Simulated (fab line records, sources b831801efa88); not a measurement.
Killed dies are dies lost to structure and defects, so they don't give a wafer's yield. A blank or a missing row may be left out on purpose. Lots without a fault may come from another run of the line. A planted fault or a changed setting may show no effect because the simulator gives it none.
Which tool did it? | flow sfq_line | 14 lots, 40 wafers sampled, at 3 steps of a route of 325

WHAT THE GAUGES READ, wafer by wafer
SFQ_I2_BOW_MEAS_917.
lot  | measured     | on            | I2_BOW (um)
L712 | day 31 08:48 | film_metro-01 | -13 -4 -8
L715 | day 32 16:43 | film_metro-01 | -9 -4 -13
L716 | day 33 10:26 | film_metro-03 | -28 -15 -14
L718 | day 34 08:28 | film_metro-04 | 3 2 8
L719 | day 34 23:28 | film_metro-03 | 0 -4 0
L720 | day 35 02:30 | film_metro-03 | -6
L723 | day 35 14:26 | film_metro-04 | 1 7 -9
L725 | day 36 00:16 | film_metro-03 | -1 -11 14
L726 | day 36 07:05 | film_metro-01 | -20 -12 -14
L728 | day 37 04:44 | film_metro-03 | -11 11 -4
L730 | day 38 04:46 | film_metro-04 | 2 0 15
L731 | day 38 11:13 | film_metro-04 | 1 4 9
L732 | day 38 23:38 | film_metro-03 | 2 -5 -1
L733 | day 39 02:04 | film_metro-04 | 9 12 11

SFQ_I4_BOW_MEAS_927.
lot  | measured     | on            | I4_BOW (um)
L712 | day 49 20:18 | film_metro-03 | -8 0 -3
L715 | day 50 20:19 | film_metro-01 | -5 0 -7
L716 | day 51 17:53 | film_metro-01 | -26 -13 -13
L718 | day 51 22:43 | film_metro-03 | 6 6 12 - - -
L719 | day 53 12:11 | film_metro-01 | -3 -7 -2 - - -
L720 | day 53 15:13 | film_metro-01 | -9
L723 | day 53 23:24 | film_metro-01 | 3 8 -8
L725 | day 54 05:26 | film_metro-04 | -1 -10 15
L726 | day 54 12:11 | film_metro-03 | -19 -10 -12
L728 | day 54 23:20 | film_metro-01 | -7 13 -1
L730 | day 55 11:50 | film_metro-01 | 1 -1 14
L731 | day 55 22:13 | film_metro-03 | 4 6 12
L732 | day 61 13:34 | film_metro-03 | 4 -3 0
L733 | day 61 16:33 | film_metro-04 | 2 4 3

WHICH TOOL RAN EACH LOT (tool, then ch and the chambers of the sampled wafers, then the start)
lot  | SFQ_TRILAYER_I4_CMP_CMP_100
L712 | cmp-02 ch 1,2,3, day 49 18:18
L715 | cmp-02 ch 0,1,3, day 50 18:18
L716 | cmp-01 ch 2,3, day 51 15:23
L718 | cmp-02 ch 1,2,3, day 51 20:11
L719 | cmp-02 ch 1,2, day 53 09:10
L720 | cmp-02 ch 0, day 53 13:40
L723 | cmp-01 ch 1,3, day 53 20:24
L725 | cmp-01 ch 0,1,2, day 54 03:24
L726 | cmp-01 ch 1,2,3, day 54 10:41
L728 | cmp-01 ch 0,1,2, day 54 20:20
L730 | cmp-01 ch 0,3, day 55 09:19
L731 | cmp-02 ch 0,1,3, day 55 19:13
L732 | cmp-02 ch 0,1,2, day 61 10:33
L733 | cmp-02 ch 0,3, day 61 13:33
- SFQ_TRILAYER_I4_CMP_CMP_100: polishes SiO2.

WHAT THE TOOLS THEMSELVES READ (means of the sampled wafers that have a number; where no wafer has one, the mark that the record gives instead)
SFQ_TRILAYER_I4_CMP_CMP_100.
lot  | tool   | motor_current_A (A) | time_to_endpoint_s (s)
L712 | cmp-02 | 9.6                 | 215
L715 | cmp-02 | 10.4                | 223
L716 | cmp-01 | 11.0                | 218
L718 | cmp-02 | 9.9                 | 219
L719 | cmp-02 | 10.0                | 214
L720 | cmp-02 | 9.9                 | 217
L723 | cmp-01 | 11.0                | 232
L725 | cmp-01 | 9.0                 | 222
L726 | cmp-01 | 10.1                | 225
L728 | cmp-01 | 9.0                 | 217
L730 | cmp-01 | 11.0                | 220
L731 | cmp-02 | 10.5                | 218
L732 | cmp-02 | 10.2                | 229
L733 | cmp-02 | 9.7                 | 226

THE ANSWER, worked out from the rows above alone
Rule: what is usual is taken from the lots themselves. Put in order of their means at a reading, lots are off if they are a third of the lots or fewer, leave a main group of 4 or more, and stand apart from it by a gap of 3 or more times the standard deviation of the main group's means; of several such gaps the widest counts. A main group whose means are all the same, to the digits that the tables above print for the reading, isn't used. A lot without any number at a reading at which 4 lots or more have one is off too. The other lots that the step has rows for count as sound. The gauges are gone through in route order, then the tools' own readings, and for those a lot's mean is taken as printed above. The first step at which some lot is off is used, and at that step the reading that is off furthest; a lot without a number counts as furthest.
No lot is off at any reading shown: from this, nothing can be told.

WHAT THE SIMULATOR HAD PUT IN
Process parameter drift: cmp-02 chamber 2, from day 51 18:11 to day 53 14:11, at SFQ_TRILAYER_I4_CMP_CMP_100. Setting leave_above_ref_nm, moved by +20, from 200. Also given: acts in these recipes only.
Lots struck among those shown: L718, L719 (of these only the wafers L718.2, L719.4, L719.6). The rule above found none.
